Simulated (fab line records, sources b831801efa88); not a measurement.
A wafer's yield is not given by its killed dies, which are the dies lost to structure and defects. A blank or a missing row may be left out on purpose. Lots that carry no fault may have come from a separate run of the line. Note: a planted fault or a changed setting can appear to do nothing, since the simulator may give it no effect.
Code-filled problem report in 8D (eight disciplines) form | flow gf180mcu | the parts of the form that need people (team, actions taken, sign-off) are left out

1. PROBLEM STATEMENT
cd_nm at GF_M5_CD_MEAS_07 reads a mean of 243.0 nm on 3 wafers of 2 lots; wafers without a fault read 280.1 nm with a standard deviation of 1.2. That puts it -31 standard deviations away from the usual mean.
The step: target cd 280 nm.
First seen on wafer L100.5, day 29 20:58, on cd_sem-01. The record holds 42 wafers of 14 lots with a number at this step. By rule, "out" or "out of limits" means more than 4 standard deviations away from the usual mean. Any other wafer with a number is counted as sound.

2. WHAT IT IS; WHAT IT IS NOT
question                    | is                     | is not
which readings at this step | cd_nm                  | -
which lots                  | L100, L104             | L101, L107, L110, L990, L992, L993, L994, L995, L996, L997, L998, L999
which wafers of those lots  | L100.5, L100.6, L104.6 | L100.1, L104.1, L104.3
read on which gauges        | cd_sem-01              | cd_sem-02
when                        | from day 29 20:58      | up to then (28 sound wafers); but 11 sound wafers of L101, L104, L107, L110 came after

3. THE SUSPECTS, EACH WITH WHAT RULES IT OUT
Counting: if a tool at a process step up to the reading ran every lot that is out, it stays a suspect. Sound lots after the first of them don't rule it out here, since some wafers of a struck lot are sound.
- the gauge at GF_M5_CD_MEAS_07: kept. All the wafers that are out were read on cd_sem-01, and no step on other tools shows them out.
- krf_scanner-01 at GF_M5_EXPOSE_04 (exposes mask Metal5, target cd 280 nm): kept. Every lot that is out went through it, the first being L100 (day 29 11:44); the last sound lot it ran before that was L999 (day 29 08:30).
After counting, krf_scanner-01 at GF_M5_EXPOSE_04 and cd_sem-01 at GF_M5_CD_MEAS_07 remain.

4. THE CAUSE (what the simulator had put in)
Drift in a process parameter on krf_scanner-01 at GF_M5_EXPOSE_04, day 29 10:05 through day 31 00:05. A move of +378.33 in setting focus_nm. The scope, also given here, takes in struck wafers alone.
Counting left 2 suspects, and this tool is among them.

5. THE EFFECT CHAIN, in route order
One row per reading whose mean, taken over the struck wafers that have a number, lies over 3 standard deviations from the usual. Readings are gone through only where the record gives a usual standard deviation; hours: the median, over the lots, of the time from a lot's start at the first step in this table giving one to that lot's start at this step; sigmas: the change measured in usual standard deviations.
hours | step             | reading | usual    | on struck wafers | change | sigmas
0     | GF_M5_CD_MEAS_07 | cd_nm   | 280.1 nm | 243.0            | -37.1  | -31
Later measuring or inspecting steps at which every struck wafer that the step has a row for has a number for every such reading, and none has moved that far: GF_V5_THK_MEAS_01.

6. WHAT WOULD HAVE CAUGHT IT SOONER
The first out-of-limits reading at a measuring or inspecting step in this record came at day 29 20:58, 11 hours after the fault's start at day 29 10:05.
Tool readings at GF_M5_EXPOSE_04 with a usual standard deviation given in the record: none out on any struck wafer, hence no alarm at a limit of 4 standard deviations on them.
Lots out: 2; of these, L104 started GF_M5_EXPOSE_04 on krf_scanner-01 after day 29 20:58. It would have been spared by a hold on the tool at that moment.
